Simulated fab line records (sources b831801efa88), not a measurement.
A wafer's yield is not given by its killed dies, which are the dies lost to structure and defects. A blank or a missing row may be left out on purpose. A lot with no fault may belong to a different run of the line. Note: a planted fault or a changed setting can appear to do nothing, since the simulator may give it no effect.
Check of tool commonality :: flow gf180mcu :: 12 lots, 36 wafers sampled

REASON FOR OPENING
2 of 12 lots carry a flag on the reading NSD_RS at GF_PSD_RS_MEAS_14. Fault-free wafers read 46.08 ohm/sq, with a standard deviation of 0.081.
Rule: a lot is flagged in two cases, either no wafer of it has a number, or all its wafers with numbers fall more than 4 standard deviations from that mean. The rest of the lots are taken to be sound.

lot: L648
measured: day 14 19:59
on: film metro-04
NSD_RS (ohm/sq), wafer by wafer: 46.15 46.14 46.06
flag: 

lot: L651
measured: day 15 19:08
on: film metro-03
NSD_RS (ohm/sq), wafer by wafer: 46.15 46.05 46.04
flag: 

lot: L652
measured: day 15 21:07
on: film metro-04
NSD_RS (ohm/sq), wafer by wafer: 46.08 46.05 45.99
flag: 

lot: L653
measured: day 16 08:43
on: film metro-03
NSD_RS (ohm/sq), wafer by wafer: 46.19 46.25 46.09
flag: 

lot: L654
measured: day 16 15:11
on: film metro-03
NSD_RS (ohm/sq), wafer by wafer: 46.15 46.23 46.11
flag: 

lot: L658
measured: day 18 06:13
on: film metro-04
NSD_RS (ohm/sq), wafer by wafer: 47.41 47.42 47.44
flag: FLAGGED

lot: L659
measured: day 18 15:35
on: film metro-03
NSD_RS (ohm/sq), wafer by wafer: 47.49 47.52 47.48
flag: FLAGGED

lot: L662
measured: day 19 13:26
on: film metro-03
NSD_RS (ohm/sq), wafer by wafer: 46.10 45.98 45.95
flag: 

lot: L666
measured: day 21 05:16
on: film metro-02
NSD_RS (ohm/sq), wafer by wafer: 46.11 46.08 46.02
flag: 

lot: L667
measured: day 21 07:32
on: film metro-03
NSD_RS (ohm/sq), wafer by wafer: 46.12 46.16 46.25
flag: 

lot: L668
measured: day 21 16:47
on: film metro-02
NSD_RS (ohm/sq), wafer by wafer: 46.01 46.17 46.18
flag: 

lot: L669
measured: day 22 00:59
on: film metro-03
NSD_RS (ohm/sq), wafer by wafer: 46.21 46.25 46.18
flag: 
On average the flagged lots' numbers are 47.46 ohm/sq, which is +1.38 ohm/sq against the usual, or +17 standard deviations.

TOOL THAT RAN EACH LOT
The record keeps 1 process step preceding the reading, out of 602 steps on the route. In each cell: the tool, then ch and the chambers that the sampled wafers went through, then the start.
lot: L648
flag: 
GF_PSD_RTA_13: rtp anneal-01 ch 0, day 14 19:55

lot: L651
flag: 
GF_PSD_RTA_13: rtp anneal-01 ch 0, day 15 19:04

lot: L652
flag: 
GF_PSD_RTA_13: rtp anneal-02 ch 0, day 15 21:01

lot: L653
flag: 
GF_PSD_RTA_13: rtp anneal-01 ch 0, day 16 08:38

lot: L654
flag: 
GF_PSD_RTA_13: rtp anneal-02 ch 0, day 16 15:06

lot: L658
flag: FLAGGED
GF_PSD_RTA_13: rtp anneal-01 ch 0, day 18 06:02

lot: L659
flag: FLAGGED
GF_PSD_RTA_13: rtp anneal-01 ch 0, day 18 15:26

lot: L662
flag: 
GF_PSD_RTA_13: rtp anneal-02 ch 0, day 19 13:21

lot: L666
flag: 
GF_PSD_RTA_13: rtp anneal-01 ch 0, day 21 05:10

lot: L667
flag: 
GF_PSD_RTA_13: rtp anneal-02 ch 0, day 21 07:28

lot: L668
flag: 
GF_PSD_RTA_13: rtp anneal-02 ch 0, day 21 16:43

lot: L669
flag: 
GF_PSD_RTA_13: rtp anneal-02 ch 0, day 22 00:53
What the steps here do:
- GF_PSD_RTA_13: time 20 s.
- GF_PSD_RS_MEAS_14: measures by four-point-probe.

FLAGGED AGAINST TOTAL, ONE TOOL AT A TIME (gauges that did the reading follow at the end)
step: GF_PSD_RTA_13
tool: rtp anneal-01
lots run: 6
flagged: 2
share of the flagged lots: all
sound lots run after its first flagged lot: 1 (L666)

step: GF_PSD_RTA_13
tool: rtp anneal-02
lots run: 6
flagged: 0
share of the flagged lots: none
sound lots run after its first flagged lot: -

step: GF_PSD_RS_MEAS_14
tool: film metro-02
lots run: 2
flagged: 0
share of the flagged lots: none
sound lots run after its first flagged lot: -

step: GF_PSD_RS_MEAS_14
tool: film metro-03
lots run: 7
flagged: 1
share of the flagged lots: some
sound lots run after its first flagged lot: 3 (L662,L667,L669)

step: GF_PSD_RS_MEAS_14
tool: film metro-04
lots run: 3
flagged: 1
share of the flagged lots: some
sound lots run after its first flagged lot: 0

WHAT THE TABLE ALLOWS
Rows of the table that ran each flagged lot: 1, that is rtp anneal-01 at GF_PSD_RTA_13.
- rtp anneal-01 at GF_PSD_RTA_13: 2 of its 6 lots flagged. Lots that were sound ran on it after the first flagged one (L666); a persistent fault on the entire tool would not allow that. Its own readings (run length s) fall more than 4 standard deviations out on all wafers of the flagged lots.
No row of the table ran every flagged lot and no sound lot after the first.

WHAT THE SIMULATOR HAD INSERTED
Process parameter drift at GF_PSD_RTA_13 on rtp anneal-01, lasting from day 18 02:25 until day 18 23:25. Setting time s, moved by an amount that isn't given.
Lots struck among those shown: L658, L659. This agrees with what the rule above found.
